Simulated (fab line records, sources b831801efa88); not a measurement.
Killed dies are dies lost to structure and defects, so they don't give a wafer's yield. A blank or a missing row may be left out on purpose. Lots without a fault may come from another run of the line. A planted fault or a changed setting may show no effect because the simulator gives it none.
A struck lot beside a sound one | flow sky130 | 15 steps out of a route of 708
Sound: wafers L923.2, L923.4, L923.5. Struck: wafers L930.1, L930.3, L930.5. The cause comes at the end.
At each step with rows: each side's tool, then ch and its chambers, then its first start. Under that, the readings that differ: sound wafers | struck wafers | difference of the means | sigmas: that difference in standard deviations of wafers without a fault.
alike: readings whose means differ by less than 2 such deviations, and words and numbers that are the same on both sides. not compared: withheld readings, readings that some wafer has no value for, bounds like >300 that may hide the same value, and numbers for which the record gives no deviation and whose values overlap.
The two part at a step that has a row with sigmas, a row that says differs or no value, or rows on one side only. Numbers that don't overlap but have no deviation are shown without sigmas and don't part them. A reading that every wafer of one side lacks parts them only if that side has two wafers or more.

first, 2 steps without rows for these wafers: SKY_DNWELL_DEVELOP_06 (develop time 60 s); SKY_DNWELL_IMPLANT_07.
SKY_DNWELL_STRIP_08: strips in O2/N2.
  sound on plasma_asher-02 ch 0,1, day 4 22:49; struck on plasma_asher-01 ch 0,1, day 6 15:13
  alike: drypump_motor_current_A, n2_flow_sccm, oes_product_au, strip_time_to_endpoint_s
  not compared: rf_hours_counter_h
SKY_DNWELL_TW_MEAS_09:
  sound on film_metro-04, day 4 22:56; struck on film_metro-03, day 6 15:19
  alike: DNWELL_TW
then, 7 steps without rows for these wafers: SKY_PWDE_DEHYDRATE_00 (time 60 s); SKY_PWDE_HMDS_01 (prime time 60 s); SKY_PWDE_COAT_02 (resist thk 3000 nm); SKY_PWDE_SOFTBAKE_03; SKY_PWDE_EXPOSE_04 (exposes mask PWDEM, target cd 840 nm); SKY_PWDE_PEB_05; SKY_PWDE_DEVELOP_06 (develop time 60 s).
SKY_PWDE_OVL_MEAS_07:
  sound on overlay-02, day 5 17:05; struck on overlay-01, day 7 10:49
  alike: PWDE_OVL
SKY_PWDE_IMPLANT_08:
  sound on implanter-01 ch 0, day 5 17:08; struck on implanter-02 ch 0, day 7 10:52
  reading                   | sound                | struck               | difference | sigmas
  beam_energy_keV           | 150.03 150.00 149.99 | 178.31 178.33 178.30 | +28.31     | +99 or more
  model.implant.rp_nm (nm)  | 446.5 446.5 446.5    | 495.2 495.2 495.2    | +48.7      |
  model.implant.drp_nm (nm) | 97.97 97.97 97.97    | 104.2 104.2 104.2    | +6.2       |
  alike: end_station_pressure_torr
SKY_PWDE_STRIP_09: strips in O2/N2.
  sound on plasma_asher-02 ch 0,1, day 5 17:16; struck on plasma_asher-04 ch 0,1, day 7 11:01
  alike: drypump_motor_current_A, n2_flow_sccm, oes_product_au, strip_time_to_endpoint_s
  not compared: rf_hours_counter_h
-- the record jumps here: 42 days lie between the struck wafers' starts before and after (it left off in module PWDE and takes up again in module PAD_OPEN, whose first step shown is number 708 of the route) --
SKY_PAD_OPEN_PROBE_99:
  sound on prober-01, day 47 14:21; struck on prober-01, day 49 18:32
  reading                                 | sound                         | struck         | difference | sigmas
  model.etest.res_p_drift_20v.line_ohm_um | 1.164e+04 1.066e+04 1.074e+04 | 8472 8845 8828 | -2298      |
  model.etest.res_p_drift_20v.rs_ohm_sq   | 9875 8886 8908                | 7197 7508 7374 | -1863      |
  alike: killed_at_M0_to_M3, killed_at_M4_up, killed_at_contacts, killed_at_front_end, killed_at_other, killed_dies, killed_open, killed_short

WHERE THEY PART
Only at SKY_PWDE_IMPLANT_08, within this record. Later steps at which nothing parts them and some readings are alike: SKY_PWDE_STRIP_09, SKY_PAD_OPEN_PROBE_99.

WHY: what the simulator had put in
Process parameter drift: implanter-02, from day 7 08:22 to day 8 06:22, at SKY_PWDE_IMPLANT_08. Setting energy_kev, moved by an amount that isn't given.
